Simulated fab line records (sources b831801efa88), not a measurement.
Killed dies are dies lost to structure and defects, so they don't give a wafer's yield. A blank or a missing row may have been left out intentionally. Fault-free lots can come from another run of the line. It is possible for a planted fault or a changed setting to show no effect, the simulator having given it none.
The tool behind it: which one? + flow gf180mcu + 14 lots, 42 wafers sampled, at 3 steps of a route of 602

== WHAT EACH GAUGE READ, for each wafer ==
GF_DUAL_GATE_OVL_MEAS_11.
| lot  | measured     | on         | DUAL_GATE_OVL (nm) |
|------|--------------|------------|--------------------|
| L970 | day 8 09:02  | overlay-02 | -2.0 -1.5 -2.0     |
| L973 | day 9 05:38  | overlay-01 | -1.7 -2.4 -3.0     |
| L974 | day 9 12:13  | overlay-01 | -1.7 -0.1 -0.6     |
| L975 | day 9 16:53  | overlay-01 | 0.5 -0.2 0.7       |
| L976 | day 10 02:20 | overlay-02 | -2.5 -1.2 1.3      |
| L977 | day 10 08:57 | overlay-01 | 0.3 -0.5 0.3       |
| L979 | day 11 00:00 | overlay-02 | -2.7 0.5 0.6       |
| L982 | day 11 19:18 | overlay-01 | 1.5 0.6 1.2        |
| L983 | day 12 03:55 | overlay-02 | 0.2 -0.8 0.2       |
| L985 | day 12 16:29 | overlay-01 | -1.4 -0.9 -1.0     |
| L990 | day 14 02:54 | overlay-02 | -1.7 -1.0 -0.8     |
| L991 | day 14 07:37 | overlay-02 | -1.6 -2.2 -0.6     |
| L992 | day 14 17:50 | overlay-01 | -2.4 -1.5 -0.8     |
| L993 | day 15 00:41 | overlay-01 | -2.1 -3.2 -1.9     |

GF_CONTACT_OVL_MEAS_15.
| lot  | measured     | on         | CONTACT_OVL (nm) |
|------|--------------|------------|------------------|
| L970 | day 16 03:19 | overlay-01 | -4 -2 10         |
| L973 | day 17 08:49 | overlay-02 | -6 -10 -14       |
| L974 | day 17 14:38 | overlay-02 | -4 -7 -5         |
| L975 | day 17 18:53 | overlay-02 | -7 -11 -7        |
| L976 | day 18 07:23 | overlay-01 | -7 -11 -5        |
| L977 | day 18 18:38 | overlay-01 | -3 -2 8          |
| L979 | day 19 10:37 | overlay-01 | -6 -7 -12        |
| L985 | day 21 18:03 | overlay-01 | -6 -2 3          |
| L990 | day 23 08:17 | overlay-01 | -1 -2 1          |
| L991 | day 23 12:58 | overlay-01 | -4 -11 0         |
| L992 | day 23 23:16 | overlay-02 | -9 -9 -6         |
| L993 | day 24 09:50 | overlay-01 | -14 -17 -17      |

== TOOL THAT RAN EACH LOT (tool first, then ch and the chambers of the sampled wafers, then the start) ==
| lot  | GF_DUAL_GATE_STRIP_13                |
|------|--------------------------------------|
| L970 | plasma-asher-03 ch 0,1, day 8 09:09  |
| L973 | plasma-asher-03 ch 0,1, day 9 05:45  |
| L974 | plasma-asher-01 ch 0,1, day 9 12:20  |
| L975 | plasma-asher-03 ch 0,1, day 9 17:00  |
| L976 | plasma-asher-01 ch 0,1, day 10 02:28 |
| L977 | plasma-asher-03 ch 1, day 10 09:04   |
| L979 | plasma-asher-01 ch 0,1, day 11 00:07 |
| L982 | plasma-asher-04 ch 0,1, day 11 19:25 |
| L983 | plasma-asher-03 ch 0,1, day 12 04:01 |
| L985 | plasma-asher-03 ch 0,1, day 12 16:37 |
| L990 | plasma-asher-03 ch 0,1, day 14 03:02 |
| L991 | plasma-asher-03 ch 0,1, day 14 07:43 |
| L992 | plasma-asher-01 ch 0,1, day 14 17:58 |
| L993 | plasma-asher-04 ch 0,1, day 15 00:47 |
- GF_DUAL_GATE_STRIP_13: strips in O2/N2.

== WHAT THE TOOLS THEMSELVES READ (means of the sampled wafers that have a number; where no wafer has one, the mark that the record gives instead) ==
GF_DUAL_GATE_STRIP_13.
| lot  | tool            | chamber-pressure-mTorr (mTorr) | drypump-motor-current-A (A) | heater-power-w (W) | o2-flow-sccm (sccm) | oes-product-au (a.u.) | strip-time-to-endpoint-s (s) |
|------|-----------------|--------------------------------|-----------------------------|--------------------|---------------------|-----------------------|------------------------------|
| L970 | plasma-asher-03 | 1499.9                         | 5.5                         | 296                | 2998                | 0.721                 | 12.60                        |
| L973 | plasma-asher-03 | 1499.5                         | 5.5                         | 300                | 3001                | 0.718                 | 12.60                        |
| L974 | plasma-asher-01 | 1499.9                         | 5.7                         | 331                | 3001                | 0.715                 | 12.58                        |
| L975 | plasma-asher-03 | 1498.9                         | 5.5                         | 300                | 3000                | 0.714                 | 12.66                        |
| L976 | plasma-asher-01 | 1499.3                         | 6.1                         | 321                | 2999                | 0.715                 | 12.66                        |
| L977 | plasma-asher-03 | 1499.4                         | 5.5                         | 303                | 3015                | 0.716                 | 12.63                        |
| L979 | plasma-asher-01 | 1499.6                         | 6.1                         | 321                | 2999                | 0.715                 | 12.60                        |
| L982 | plasma-asher-04 | -                              | -                           | -                  | -                   | -                     | -                            |
| L983 | plasma-asher-03 | -                              | -                           | -                  | -                   | -                     | -                            |
| L985 | plasma-asher-03 | 1501.6                         | 5.5                         | 301                | 2997                | 0.718                 | 12.66                        |
| L990 | plasma-asher-03 | 1500.8                         | 5.5                         | 303                | 2997                | 0.716                 | 12.63                        |
| L991 | plasma-asher-03 | 1499.7                         | 5.5                         | 301                | 3005                | 0.716                 | 12.56                        |
| L992 | plasma-asher-01 | 1501.8                         | 5.7                         | 325                | 2997                | 0.714                 | 12.60                        |
| L993 | plasma-asher-04 | 1500.3                         | 5.1                         | 319                | 2987                | 0.716                 | 12.63                        |

== THE ANSWER, worked out from the rows above alone ==
Rule: what is usual is taken from the lots themselves. Put in order of their means at a reading, lots are off if they are a third of the lots or fewer, leave a main group of 4 or more, and stand apart from it by a gap of 3 or more times the standard deviation of the main group's means; of several such gaps the widest counts. If all means in a main group match to the digits the tables above print for the reading, that group is not used. A lot without any number at a reading at which 4 lots or more have one is off too. The other lots that the step has rows for count as sound. First the gauges in route order, then the tools' own readings, where a lot's mean is used as printed above. The first step at which some lot is off is used, and at that step the reading that is off furthest; a lot without a number counts as furthest.
Off: L982, L983, at GF_DUAL_GATE_STRIP_13 (chamber-pressure-mTorr). Without a number there: L982, L983. The main group has a mean of 1500.1 mTorr with a standard deviation of 0.87.
If a tool, at that step or one of the process steps before it, ran each lot that is off and ran no sound lot following the first of them, it fits. Of those tried, none fits.

== WHAT THE SIMULATOR HAD INSERTED ==
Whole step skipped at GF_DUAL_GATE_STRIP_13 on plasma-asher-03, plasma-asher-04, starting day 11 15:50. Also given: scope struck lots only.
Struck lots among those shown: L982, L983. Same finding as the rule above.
